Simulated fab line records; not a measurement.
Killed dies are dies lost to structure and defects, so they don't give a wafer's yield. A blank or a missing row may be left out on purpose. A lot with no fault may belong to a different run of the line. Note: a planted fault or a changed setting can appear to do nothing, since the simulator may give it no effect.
The tool behind it: which one?	flow sky130	Sampling: 12 lots, 36 wafers, 4 of 708 route steps

## WHAT EACH GAUGE READ, for each wafer
SKY_METAL1_THK_MEAS_06: measures by xrf. Usual: METAL1_ALCU_THK 249.1 nm, standard deviation 2.5.
lot	measured	on	METAL1_ALCU_THK (nm)	flag
L117	day 31 09:56	film_metro-04	251.0 252.3 249.2	
L119	day 32 04:53	film_metro-03	246.5 245.7 247.0	
L120	day 32 17:14	film_metro-02	247.0 247.6 247.2	
L122	day 33 08:06	film_metro-02	248.8 247.7 247.1	
L123	day 33 10:34	film_metro-04	249.5 250.5 250.8	
L124	day 33 19:43	film_metro-04	252.5 249.2 252.1	
L126	day 34 14:59	film_metro-03	250.0 249.7 250.4	
L127	day 35 03:43	film_metro-03	247.2 247.9 249.5	
L130	day 35 21:17	film_metro-03	259.9 258.4 261.8	OFF
L132	day 36 10:32	film_metro-02	252.0 254.8 252.3	
L137	day 38 02:58	film_metro-04	249.5 248.4 249.4	
L138	day 38 04:38	film_metro-04	246.5 249.8 248.7	

## WHAT TOOL EACH LOT RAN ON (gives the tool, then ch and the chambers of the sampled wafers, and finally the start)
lot	SKY_CONTACT_CVD_24	SKY_METAL1_SPUTTER_01	SKY_METAL1_SPUTTER_04
L117	cvd_w-02 ch 1, day 31 08:44	pvd_sputter-01, day 31 09:41	pvd_sputter-01, day 31 09:45
L119	cvd_w-02 ch 1, day 32 04:02	pvd_sputter-01, day 32 04:39	pvd_sputter-01, day 32 04:43
L120	cvd_w-01 ch 0,1, day 32 16:23	pvd_sputter-01, day 32 16:59	pvd_sputter-01, day 32 17:04
L122	cvd_w-02 ch 0,1, day 33 07:16	pvd_sputter-01, day 33 07:50	pvd_sputter-01, day 33 07:55
L123	cvd_w-01 ch 0,1, day 33 09:40	pvd_sputter-02, day 33 10:20	pvd_sputter-02, day 33 10:24
L124	cvd_w-01 ch 0,1, day 33 18:53	pvd_sputter-02, day 33 19:28	pvd_sputter-02, day 33 19:32
L126	cvd_w-02 ch 1, day 34 14:01	pvd_sputter-04, day 34 14:44	pvd_sputter-04, day 34 14:49
L127	cvd_w-02 ch 0,1, day 35 02:52	pvd_sputter-02, day 35 03:27	pvd_sputter-02, day 35 03:31
L130	cvd_w-01 ch 0,1, day 35 20:28	pvd_sputter-01, day 35 21:02	pvd_sputter-01, day 35 21:06
L132	cvd_w-01 ch 0,1, day 36 09:33	pvd_sputter-04, day 36 10:11	pvd_sputter-04, day 36 10:19
L137	cvd_w-02 ch 0,1, day 38 02:07	pvd_sputter-02, day 38 02:41	pvd_sputter-02, day 38 02:46
L138	cvd_w-01 ch 1, day 38 03:44	pvd_sputter-02, day 38 04:22	pvd_sputter-02, day 38 04:26
- SKY_CONTACT_CVD_24: deposits W, target thk 340 nm, time 102.12 s.
- SKY_METAL1_SPUTTER_01: material TiN, target thk 20 nm, time 16.2 s.
- SKY_METAL1_SPUTTER_04: material TiN, target thk 70 nm, time 58.3 s.

## WHAT THE TOOLS THEMSELVES READ (means of the sampled wafers that have a number; where no wafer has one, the mark that the record gives instead)
SKY_CONTACT_CVD_24. Usual: 916 W for heater_power_w, sd 69.
lot	tool	heater_power_w (W)	flag
L117	cvd_w-02	869	
L119	cvd_w-02	867	
L120	cvd_w-01	971	
L122	cvd_w-02	908	
L123	cvd_w-01	897	
L124	cvd_w-01	919	
L126	cvd_w-02	856	
L127	cvd_w-02	887	
L130	cvd_w-01	929	
L132	cvd_w-01	986	
L137	cvd_w-02	914	
L138	cvd_w-01	1039	

SKY_METAL1_SPUTTER_01. Usual: 30.1 % for throttle_valve_pct, sd 1.4.
lot	tool	throttle_valve_pct (%)	flag
L117	pvd_sputter-01	30.6	
L119	pvd_sputter-01	30.4	
L120	pvd_sputter-01	29.9	
L122	pvd_sputter-01	29.9	
L123	pvd_sputter-02	29.1	
L124	pvd_sputter-02	29.1	
L126	pvd_sputter-04	30.2	
L127	pvd_sputter-02	28.9	
L130	pvd_sputter-01	30.4	
L132	pvd_sputter-04	30.3	
L137	pvd_sputter-02	30.4	
L138	pvd_sputter-02	30.9	

SKY_METAL1_SPUTTER_04. Usual: 30.1 % for throttle_valve_pct, sd 1.4.
lot	tool	throttle_valve_pct (%)	flag
L117	pvd_sputter-01	30.5	
L119	pvd_sputter-01	30.3	
L120	pvd_sputter-01	29.9	
L122	pvd_sputter-01	29.6	
L123	pvd_sputter-02	29.2	
L124	pvd_sputter-02	29.2	
L126	pvd_sputter-04	30.2	
L127	pvd_sputter-02	29.0	
L130	pvd_sputter-01	30.3	
L132	pvd_sputter-04	30.2	
L137	pvd_sputter-02	30.4	
L138	pvd_sputter-02	30.8	

## THE ANSWER, worked out from the rows above alone
Rule: a lot is off if the mean of its wafers that have a number lies more than 3 standard deviations from the usual mean. Also off: a lot with no number at a reading for which 4 or more lots have one. Any other lot the step has rows for is counted as sound. The gauges are gone through in route order, then the tools' own readings, and for those a lot's mean is taken as printed above. At the first step where some lot is off, the reading lying furthest off is the one used; lots without a number count as furthest.
Off: L130, at SKY_METAL1_THK_MEAS_06 (METAL1_ALCU_THK).
A tool fits if, at a process step before that reading, it ran every lot that is off, and no sound lot after the first of them. Gauges at SKY_METAL1_THK_MEAS_06: tried the same way as those tools. Undecided on this evidence; 2 tools fit (pvd_sputter-01 at SKY_METAL1_SPUTTER_01 and SKY_METAL1_SPUTTER_04, film_metro-03 at SKY_METAL1_THK_MEAS_06).

## WHAT HAD BEEN PUT IN BY THE SIMULATOR
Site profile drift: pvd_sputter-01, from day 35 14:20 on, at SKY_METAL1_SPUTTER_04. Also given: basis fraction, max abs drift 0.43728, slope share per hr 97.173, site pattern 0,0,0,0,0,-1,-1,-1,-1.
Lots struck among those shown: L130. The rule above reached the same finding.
